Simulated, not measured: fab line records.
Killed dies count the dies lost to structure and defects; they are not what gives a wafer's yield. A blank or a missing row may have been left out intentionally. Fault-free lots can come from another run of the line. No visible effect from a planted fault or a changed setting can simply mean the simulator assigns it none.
Struck lot and sound lot, side by side    flow sfq_line    42 out of 325 route steps
Sound: the wafers L155.1, L155.2, L155.5. Struck: wafer L160.2 (L160.4, L160.5, from the same lot, were not struck and are left out); the cause is given at the end.
Order at every step that has rows: each side's tool, ch and its chambers, its first start. Under that, the readings that differ: sound wafers    struck wafers    difference of the means    sigmas: that difference in standard deviations of wafers without a fault.
alike: same words and numbers on both sides, and readings whose means sit less than 2 such deviations apart. not compared: any withheld reading, any reading some wafer has no value for, any bound like >300 that may hide the same value, and any number with overlapping values for which the record gives no deviation.
A row with sigmas, a row that says differs or no value, or rows on one side alone: a step with any of these is where the two part. Numbers that have no deviation but don't overlap get no sigmas and don't part them. A reading that every wafer of one side lacks parts them only if that side has two wafers or more.

first, 6 steps without rows for these wafers: SFQ_TRILAYER_M3_LITHO_COAT_080 (resist thk 62 nm); SFQ_TRILAYER_M3_LITHO_COAT_075 (resist thk 600 nm); SFQ_TRILAYER_M3_LITHO_SOFTBAKE_079; SFQ_TRILAYER_M3_LITHO_EXPOSE_076 (exposes mask M3, target cd 500 nm); SFQ_TRILAYER_M3_LITHO_PEB_078 (peb time 60 s); SFQ_TRILAYER_M3_LITHO_DEVELOP_077 (time 60 s).
SFQ_M3_OVL_MEAS_921:
  sound: overlay-01 at day 37 07:59; struck: overlay-01 at day 39 16:17
  alike: M3_OVL
then, 1 step without rows for these wafers: SFQ_TRILAYER_M3_BARC_OPEN_METAL_ETCH_100 (etches BARC in O2, target depth 125 nm, time 41.7 s).
SFQ_TRILAYER_M3_ETCH_METAL_ETCH_078: etches Nb in Cl2/Ar, stops on SiO2, target depth 240 nm, time 120 s.
  sound on rie_metal-03 ch 0,1, day 37 08:04; struck on rie_metal-02 ch 1, day 39 16:28
  alike: drypump_motor_current_A, oes_product_au
  not compared: rf_hours_counter_h
then, 2 steps without rows for these wafers: SFQ_TRILAYER_M3_STRIP_STRIP_079 (strips in O2); SFQ_TRILAYER_M3_STRIP_SOLV_CLEAN_080 (cleans in NMP, time 600 s).
SFQ_TRILAYER_I3_DEP_PECVD_081: deposits SiO2 from SiH4/N2O, time 111.11 s, target thk 500 nm.
  sound on pecvd-04 ch 0,2, day 37 08:58; struck on pecvd-04 ch 1, day 39 18:03
  alike: heater_power_w, susceptor_temp_C, throttle_valve_pct
SFQ_TRILAYER_I3_CMP_CMP_082: polishes SiO2.
  sound on cmp-02 ch 1,2,3, day 37 18:19; struck on cmp-01 ch 2, day 40 07:20
reading                                              sound              struck  difference  sigmas
time_to_endpoint_s (s)                               217 218 226        183     -37         -5
model.SiO2_of_TRILAYER_I3_DEP_PECVD_081.thk_nm (nm)  199.9 199.6 200.5  251     +51         
  alike: motor_current_A
SFQ_I3_BOW_MEAS_922:
  sound: film_metro-04 at day 37 20:49; struck: film_metro-03 at day 40 09:51
  alike: I3_BOW
SFQ_TRILAYER_I3_METRO_MEASURE_083:
  sound: film_metro-04 at day 37 20:56; struck: film_metro-03 at day 40 10:09
reading      sound              struck  difference  sigmas
thk_nm (nm)  200.0 199.7 200.7  251.1   +51.0       +46
then, 6 steps without rows for these wafers: SFQ_TRILAYER_I3_VIA_LITHO_COAT_090 (resist thk 62 nm); SFQ_TRILAYER_I3_VIA_LITHO_COAT_085 (resist thk 650 nm); SFQ_TRILAYER_I3_VIA_LITHO_SOFTBAKE_089; SFQ_TRILAYER_I3_VIA_LITHO_EXPOSE_086 (exposes mask I3, target cd 500 nm); SFQ_TRILAYER_I3_VIA_LITHO_PEB_088 (peb time 60 s); SFQ_TRILAYER_I3_VIA_LITHO_DEVELOP_087 (time 60 s).
-- the record jumps here: 5 days lie between the struck wafers' starts before and after --
SFQ_I3_OVL_MEAS_923:
  sound: overlay-01 at day 43 14:16; struck: overlay-01 at day 45 19:17
  alike: I3_OVL
then, 1 step without rows for these wafers: SFQ_TRILAYER_I3_VIA_BARC_OPEN_VIA_ETCH_121 (etches BARC in O2, target depth 125 nm, time 41.7 s).
SFQ_TRILAYER_I3_VIA_ETCH_VIA_ETCH_088: etches SiO2 in CHF3, stops on Nb, target depth 260 nm.
  sound on rie_diel-02 ch 0,1,2, day 43 14:21; struck on rie_diel-03 ch 1, day 45 19:21
reading                         sound              struck  difference  sigmas
oes_product_au (a.u.)           0.852 0.854 0.859  0.982   +0.127      +28
model.I3.feature_depth_nm (nm)  199.9 199.6 200.5  251     +51         
model.etch.depth_nm (nm)        199.9 199.6 200.5  251     +51         
  alike: drypump_motor_current_A
then, 2 steps without rows for these wafers: SFQ_TRILAYER_I3_VIA_STRIP_STRIP_089 (strips in O2); SFQ_TRILAYER_I3_VIA_STRIP_SOLV_CLEAN_090 (cleans in NMP, time 600 s).
SFQ_TRILAYER_M4_DEP_PRE_CLEAN_092: time 22.5 s.
  sound: pvd_sputter-05 at day 43 15:14; struck: pvd_sputter-05 at day 45 20:14
reading                                              sound            struck  difference  sigmas
model.SiO2_of_TRILAYER_I3_DEP_PECVD_081.thk_nm (nm)  192.4 192.1 193  243.5   +51.0       
then, 1 step without rows for these wafers: SFQ_TRILAYER_M4_DEP_SPUTTER_091 (material Nb, target thk 200 nm, time 133.3 s).
SFQ_M4_RS_MEAS_924: a four-point-probe measurement.
  sound: film_metro-04 at day 43 15:22; struck: film_metro-02 at day 45 20:23
  alike: M4_NB_RS
then, 6 steps without rows for these wafers: SFQ_TRILAYER_M4_LITHO_COAT_098 (resist thk 62 nm); SFQ_TRILAYER_M4_LITHO_COAT_093 (resist thk 600 nm); SFQ_TRILAYER_M4_LITHO_SOFTBAKE_097; SFQ_TRILAYER_M4_LITHO_EXPOSE_094 (exposes mask M4, target cd 500 nm); SFQ_TRILAYER_M4_LITHO_PEB_096 (peb time 60 s); SFQ_TRILAYER_M4_LITHO_DEVELOP_095 (time 60 s).
-- the record jumps here: 4 days lie between the struck wafers' starts before and after --
SFQ_M4_OVL_MEAS_926:
  sound: overlay-01 at day 48 11:37; struck: overlay-02 at day 50 00:50
  alike: M4_OVL
then, 1 step without rows for these wafers: SFQ_TRILAYER_M4_BARC_OPEN_METAL_ETCH_123 (etches BARC in O2, target depth 125 nm, time 41.7 s).
SFQ_TRILAYER_M4_ETCH_METAL_ETCH_096: etches Nb in Cl2/Ar, stops on SiO2, target depth 240 nm, time 120 s.
  sound on rie_metal-03 ch 0,1, day 48 11:43; struck on rie_metal-03 ch 1, day 50 00:55
reading                sound              struck  difference  sigmas
oes_product_au (a.u.)  0.884 0.891 0.888  0.906   +0.018      +2
  alike: drypump_motor_current_A
  not compared: rf_hours_counter_h
SFQ_TRILAYER_M4_STRIP_STRIP_097: strips in O2.
  sound on rie_metal-03 ch 0,1, day 48 11:51; struck on rie_metal-03 ch 1, day 50 01:03
  alike: drypump_motor_current_A, oes_product_au
  not compared: rf_hours_counter_h
then, 1 step without rows for these wafers: SFQ_TRILAYER_M4_STRIP_SOLV_CLEAN_098 (cleans in NMP, time 600 s).
SFQ_TRILAYER_I4_DEP_PECVD_099: deposits SiO2 from SiH4/N2O, time 111.11 s, target thk 500 nm.
  sound on pecvd-02 ch 0,1, day 48 12:37; struck on pecvd-02 ch 0, day 50 01:49
reading               sound                 struck  difference  sigmas
susceptor_temp_C (C)  149.96 149.54 150.15  150.23  +0.35       +2
  alike: heater_power_w, throttle_valve_pct
-- the record jumps here: 28 days lie between the struck wafers' starts before and after --
SFQ_M8_BOW_MEAS_951:
  sound: film_metro-03 at day 74 07:38; struck: film_metro-03 at day 78 03:03
reading                  sound             struck  difference  sigmas
model.etest.i3.link_ohm  1.984 1.972 1.97  2.01    +0.03       
  alike: M8_BOW

WHERE THEY PART
At SFQ_TRILAYER_I3_CMP_CMP_082 first; at SFQ_TRILAYER_I4_DEP_PECVD_099 last (within this record only). Later steps at which nothing parts them and some readings are alike: SFQ_M8_BOW_MEAS_951.

WHY: whatever the simulator had introduced
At SFQ_TRILAYER_I3_CMP_CMP_082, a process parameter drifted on cmp-01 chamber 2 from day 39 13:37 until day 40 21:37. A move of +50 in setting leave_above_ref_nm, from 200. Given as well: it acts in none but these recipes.
